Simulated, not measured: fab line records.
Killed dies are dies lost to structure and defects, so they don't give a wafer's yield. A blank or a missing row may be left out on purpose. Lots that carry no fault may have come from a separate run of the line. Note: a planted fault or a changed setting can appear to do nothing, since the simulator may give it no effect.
8D (eight disciplines) problem report, filled in by code ; flow gf180mcu ; the parts of the form that need people (team, actions taken, sign-off) are left out

1. THE PROBLEM
VT_IMPLANT_2_TW at GF_VT_IMPLANT_TW_MEAS_21 reads a mean of 1289 on 6 wafers of 2 lots; wafers without a fault read 1211 with a standard deviation of 11. That is +7.1 standard deviations from the usual mean.
The first sign was on wafer L398.3 at day 9 06:50, on film metro-03. Wafers with a number at this step in the record: 33, from 11 lots. Rule for "out", or "out of limits": more than 4 standard deviations from the usual mean. All remaining wafers that have a number are taken as sound.

2. WHAT IT IS AND WHAT IT IS NOT
question;is;is not
which readings at this step;VT_IMPLANT_2_TW;-
which lots;L398, L399;L387, L388, L389, L390, L391, L401, L403, L404, L407
which wafers of those lots;all that have a number;-
read on which gauges;film metro-01, film metro-03;film metro-04
when;from day 9 06:50;"up to then (15 sound wafers); but 12 sound wafers of L401, L403, L404, L407 came after"

3. WHAT RULES OUT EACH SUSPECT
Counting: a tool stays on the suspect list if, at a process step up to the reading, it processed all lots that are out and no sound lot following the first of them.
- the gauge at GF_VT_IMPLANT_TW_MEAS_21: ruled out. Those wafers that are out were read across 2 gauges (film metro-01, film metro-03).
- implanter-04 at GF_VT_IMPLANT_IMPLANT_19: kept. It processed each lot that is out, first L398 at day 9 06:37, and no sound lot thereafter; up to then, the last sound lot it processed was L391 at day 7 10:12. Out on those wafers are its own readings of dose ions cm2, faraday current uA.
After counting, what remains is implanter-04 at GF_VT_IMPLANT_IMPLANT_19.

4. THE CAUSE (what the simulator had put in)
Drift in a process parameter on implanter-04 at GF_VT_IMPLANT_IMPLANT_19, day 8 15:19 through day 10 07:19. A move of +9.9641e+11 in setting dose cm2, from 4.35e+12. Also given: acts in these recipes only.
This tool alone remained once counting was done.

5. SEQUENCE OF EFFECTS, ordered by route
One row per reading whose mean, taken over the struck wafers that have a number, lies over 3 standard deviations from the usual. Only readings whose record carries a usual standard deviation are examined. hours: median over the lots of the time between each lot's start at the first step of this table that gives one and its start at this step. sigmas: the change, counted in usual standard deviations.
hours;step;reading;usual;on struck wafers;change;sigmas
0;GF_VT_IMPLANT_IMPLANT_19;dose ions cm2;4.349e+12;5.346e+12;+9.967e+11;+99 or more
0;GF_VT_IMPLANT_IMPLANT_19;faraday current uA;24.6;30.3;+5.7;+13
0;GF_VT_IMPLANT_TW_MEAS_21;VT_IMPLANT_2_TW;1211;1289;+78;+7.1
Its process steps:
- GF_VT_IMPLANT_IMPLANT_19

6. HOW IT WOULD HAVE BEEN CAUGHT EARLIER
In this record the first reading out of limits at a measuring or inspecting step was taken at day 9 06:50, 16 hours after the fault began at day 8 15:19.
Tool's own readings at GF_VT_IMPLANT_IMPLANT_19, dose ions cm2, faraday current uA: out on all struck wafers the step has rows for; an alarm limit on them would have tripped on the first.
L399, from the lots that are out (2), started GF_VT_IMPLANT_IMPLANT_19 on implanter-04 later than day 9 06:50. A tool hold placed at that time would have kept it from harm.
